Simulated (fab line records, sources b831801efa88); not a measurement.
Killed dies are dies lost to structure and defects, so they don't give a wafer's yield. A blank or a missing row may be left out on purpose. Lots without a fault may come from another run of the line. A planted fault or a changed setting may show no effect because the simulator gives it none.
A struck lot beside a sound one | flow sky130 | 20 steps out of a route of 708
Sound: wafers L961.2, L961.3, L961.4. Struck: wafers L959.3, L959.4, L959.6. The cause comes at the end.
At each step with rows: each side's tool, then ch and its chambers, then its first start. Under that, the readings that differ: sound wafers | struck wafers | difference of the means | sigmas: that difference in standard deviations of wafers without a fault.
alike: readings whose means differ by less than 2 such deviations, and words and numbers that are the same on both sides. not compared: withheld readings, readings that some wafer has no value for, bounds like >300 that may hide the same value, and numbers for which the record gives no deviation and whose values overlap.
The two part at a step that has a row with sigmas, a row that says differs or no value, or rows on one side only. Numbers that don't overlap but have no deviation are shown without sigmas and don't part them. A reading that every wafer of one side lacks parts them only if that side has two wafers or more.

SKY_LDD_HVP_OVL_MEAS_07:
  sound on overlay-01, day 28 19:04; struck on overlay-02, day 28 08:13
  alike: LDD_HVP_OVL
then, 1 step without rows for these wafers: SKY_LDD_HVP_IMPLANT_08.
SKY_LDD_HVP_STRIP_09: strips in O2/N2.
  sound on plasma_asher-01 ch 0,1, day 28 19:15; struck on plasma_asher-02 ch 0,1, day 28 08:26
  alike: drypump_motor_current_A, oes_product_au, strip_time_to_endpoint_s
  not compared: rf_hours_counter_h
SKY_LDD_HVP_TW_MEAS_10:
  sound on film_metro-02, day 28 19:22; struck on film_metro-01, day 28 08:31
  reading    | sound       | struck      | difference | sigmas
  LDD_HVP_TW | 465 466 465 | 454 454 456 | -11        | -2
then, 7 steps without rows for these wafers: SKY_LDD_LDN_DEHYDRATE_00 (time 60 s); SKY_LDD_LDN_HMDS_01 (prime time 60 s); SKY_LDD_LDN_COAT_02 (resist thk 1140 nm); SKY_LDD_LDN_SOFTBAKE_03 (time 60 s); SKY_LDD_LDN_EXPOSE_04 (exposes mask LDNTM, target cd 700 nm); SKY_LDD_LDN_PEB_05; SKY_LDD_LDN_DEVELOP_06 (develop time 60 s).
SKY_LDD_LDN_OVL_MEAS_07:
  sound on overlay-02, day 29 22:43; struck on overlay-01, day 29 12:43
  alike: LDD_LDN_OVL
SKY_LDD_LDN_IMPLANT_08:
  sound on implanter-03 ch 0, day 29 22:46; struck on implanter-01 ch 0, day 29 12:47
  reading            | sound                            | struck                        | difference | sigmas
  dose_ions_cm2      | 1.2505e+13 1.2533e+13 1.2487e+13 | 6.075e+12 6.089e+12 6.095e+12 | -6.422e+12 | -99 or more
  faraday_current_uA | 69.6 70.2 73.3                   | 34.8 35.5 33.5                | -36.4      | -28
then, 3 steps without rows for these wafers: SKY_LDD_LDN_IMPLANT_09; SKY_LDD_LDN_IMPLANT_10; SKY_LDD_LDN_IMPLANT_11.
SKY_LDD_LDN_STRIP_12: strips in O2/N2.
  sound on plasma_asher-02 ch 0,1, day 29 23:21; struck on plasma_asher-02 ch 0,1, day 29 13:22
  alike: drypump_motor_current_A, oes_product_au, strip_time_to_endpoint_s
  not compared: rf_hours_counter_h
SKY_LDD_LDN_TW_MEAS_13:
  sound on film_metro-01, day 29 23:28; struck on film_metro-03, day 29 13:27
  reading    | sound          | struck         | difference | sigmas
  LDD_LDN_TW | 1464 1470 1471 | 1413 1412 1410 | -57        | -4
then, 1 step without rows for these wafers: SKY_LDD_LDN_CLEAN_14 (cleans in SC1/SC2, time 150 s).
-- the record jumps here: 21 days lie between the struck wafers' starts before and after (it left off in module LDD_LDN and takes up again in module PAD_OPEN, whose first step shown is number 708 of the route) --
SKY_PAD_OPEN_PROBE_99:
  sound on prober-02, day 50 11:26; struck on prober-02, day 50 05:11
  reading                         | sound          | struck         | difference | sigmas
  model.etest.tip_sonos.rs_ohm_sq | 2564 2608 2561 | 2964 2857 2898 | +329       |
  alike: killed_at_M0_to_M3, killed_at_M4_up, killed_at_contacts, killed_at_front_end, killed_at_other, killed_dies, killed_open, killed_short

WHERE THEY PART
First at SKY_LDD_HVP_TW_MEAS_10; last, within this record, at SKY_LDD_LDN_TW_MEAS_13. Later steps at which nothing parts them and some readings are alike: SKY_PAD_OPEN_PROBE_99.

WHY: what the simulator had put in
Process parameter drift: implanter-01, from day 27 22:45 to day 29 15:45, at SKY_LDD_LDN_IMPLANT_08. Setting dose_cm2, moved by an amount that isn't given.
